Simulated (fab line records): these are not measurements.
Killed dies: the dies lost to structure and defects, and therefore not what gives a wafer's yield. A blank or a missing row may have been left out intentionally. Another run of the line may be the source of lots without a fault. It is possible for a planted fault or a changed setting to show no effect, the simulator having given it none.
The tool behind it: which one?	flow gf180mcu	13 lots, 39 wafers sampled, at 4 steps of a route of 602

WHAT THE GAUGES READ, wafer by wafer
GF_PSD_RS_MEAS_14: a four-point-probe measurement. Usual: NSD_RS typically reads 46.15 ohm/sq, with standard deviation 0.087.
lot	measured	on	NSD_RS (ohm/sq)	flag
L252	day 14 17:47	film_metro-04	46.04 46.05 46.09	
L253	day 14 22:07	film_metro-03	46.26 46.20 46.14	
L255	day 15 22:17	film_metro-03	46.11 46.18 46.16	
L256	day 16 01:51	film_metro-03	46.14 46.11 46.21	
L258	day 16 18:01	film_metro-03	46.21 46.27 46.16	
L259	day 17 02:10	film_metro-02	46.14 45.99 46.19	
L260	day 17 07:05	film_metro-02	46.19 46.27 46.24	
L261	day 17 22:15	film_metro-04	46.08 46.04 46.04	
L262	day 18 13:17	film_metro-03	46.29 46.12 46.09	
L265	day 19 10:29	film_metro-03	42.73 42.62 42.70	OFF
L268	day 20 12:08	film_metro-03	42.63 42.54 42.48	OFF
L271	day 21 09:35	film_metro-02	46.12 46.15 46.20	
L272	day 21 16:11	film_metro-03	46.24 46.19 46.24	

GF_PSD_RS_MEAS_15: a four-point-probe measurement. Usual: PSD_RS typically reads 108.6 ohm/sq, with standard deviation 0.34.
lot	measured	on	PSD_RS (ohm/sq)	flag
L252	day 14 17:54	film_metro-04	108.2 107.8 108.3	
L253	day 14 22:14	film_metro-03	109.3 108.7 108.5	
L255	day 15 22:25	film_metro-03	108.4 108.5 108.7	
L256	day 16 01:58	film_metro-03	108.9 108.9 109.0	
L258	day 16 18:08	film_metro-03	108.5 108.9 108.9	
L259	day 17 02:17	film_metro-02	108.5 108.0 108.3	
L260	day 17 07:12	film_metro-02	108.7 108.8 109.2	
L261	day 17 22:22	film_metro-04	108.2 107.9 108.2	
L262	day 18 13:24	film_metro-03	108.6 108.4 108.2	
L265	day 19 10:36	film_metro-03	98.5 98.8 99.0	OFF
L268	day 20 12:16	film_metro-03	98.2 98.3 98.3	OFF
L271	day 21 09:42	film_metro-02	108.5 108.5 109.2	
L272	day 21 16:18	film_metro-03	109.0 109.1 108.7	

GF_SAB_THK_MEAS_01. Usual: SAB_CVD_00_THK typically reads 50.3 nm, with standard deviation 0.66.
lot	measured	on	SAB_CVD_00_THK (nm)	flag
L252	day 14 18:02	film_metro-01	50.6 49.8 51.0	
L253	day 14 22:22	film_metro-01	49.6 50.3 50.3	
L255	day 15 22:31	film_metro-01	50.1 49.4 49.7	
L256	day 16 02:07	film_metro-04	50.2 51.0 51.4	
L258	day 16 18:15	film_metro-01	49.5 50.3 51.1	
L259	day 17 02:24	film_metro-03	50.0 50.5 50.7	
L260	day 17 07:20	film_metro-03	50.5 50.6 50.6	
L261	day 17 22:31	film_metro-01	49.9 51.0 51.2	
L262	day 18 13:32	film_metro-03	51.1 50.4 51.6	
L265	day 19 10:44	film_metro-01	49.5 50.8 50.7	
L268	day 20 12:24	film_metro-01	49.9 51.7 50.5	
L271	day 21 09:50	film_metro-03	50.1 50.7 50.9	
L272	day 21 16:25	film_metro-01	50.4 49.9 51.1	

EACH LOT AND THE TOOL THAT RAN IT (in order: tool; ch and the chambers of the sampled wafers; start)
lot	GF_PSD_RTA_13
L252	rtp_anneal-01 ch 0, day 14 17:41
L253	rtp_anneal-02 ch 0, day 14 22:02
L255	rtp_anneal-02 ch 0, day 15 22:11
L256	rtp_anneal-01 ch 0, day 16 01:46
L258	rtp_anneal-02 ch 0, day 16 17:55
L259	rtp_anneal-01 ch 0, day 17 02:04
L260	rtp_anneal-02 ch 0, day 17 07:00
L261	rtp_anneal-02 ch 0, day 17 22:10
L262	rtp_anneal-01 ch 0, day 18 13:12
L265	rtp_anneal-01 ch 0, day 19 10:23
L268	rtp_anneal-01 ch 0, day 20 12:04
L271	rtp_anneal-02 ch 0, day 21 09:29
L272	rtp_anneal-02 ch 0, day 21 16:05
- GF_PSD_RTA_13: time 20 s.

AS READ BY THE TOOLS THEMSELVES (means over the sampled wafers that have a number; for cases with no such wafer, the mark the record gives instead)
GF_PSD_RTA_13. Usual: lamp_power_pct 32.5 %, standard deviation 1.6; wafer_temp_C_max 1030.2, standard deviation 1.4.
lot	tool	lamp_power_pct (%)	wafer_temp_C_max	flag
L252	rtp_anneal-01	34.1	1029.9	
L253	rtp_anneal-02	30.9	1030.7	
L255	rtp_anneal-02	30.9	1030.1	
L256	rtp_anneal-01	34.1	1028.1	
L258	rtp_anneal-02	30.9	1030.5	
L259	rtp_anneal-01	34.2	1029.3	
L260	rtp_anneal-02	31.0	1031.6	
L261	rtp_anneal-02	30.9	1030.2	
L262	rtp_anneal-01	34.1	1029.1	
L265	rtp_anneal-01	34.1	1029.8	
L268	rtp_anneal-01	34.2	1028.7	
L271	rtp_anneal-02	30.9	1032.8	
L272	rtp_anneal-02	30.9	1031.3	

THE ANSWER, worked out from the rows above alone
Rule: a lot counts as off when the mean over its wafers that have a number is more than 3 standard deviations away from the usual mean. Also off: a lot with no number at a reading for which 4 or more lots have one. All remaining lots with rows at the step are treated as sound. First the gauges in route order, then the tools' own readings, where a lot's mean is used as printed above. The first step at which some lot is off is used, and at that step the reading that is off furthest; a lot without a number counts as furthest.
Off: at GF_PSD_RS_MEAS_14 (NSD_RS), L265, L268.
If a tool, at a process step before that reading, ran all the lots that are off and no sound lot after the first of them, it fits. The gauges at GF_PSD_RS_MEAS_14 are tried like those tools. One fits: rtp_anneal-01 at GF_PSD_RTA_13. A fault onset in the window from L262 (day 18 13:12, its last sound lot) to L265 (day 19 10:23, its first lot off) fits.

WHAT THE SIMULATOR HAD INSERTED
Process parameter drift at GF_PSD_RTA_13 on rtp_anneal-01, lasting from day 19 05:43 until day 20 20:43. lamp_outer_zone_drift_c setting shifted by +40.
Shown lots that were struck: L265, L268. The same result came from the rule above.
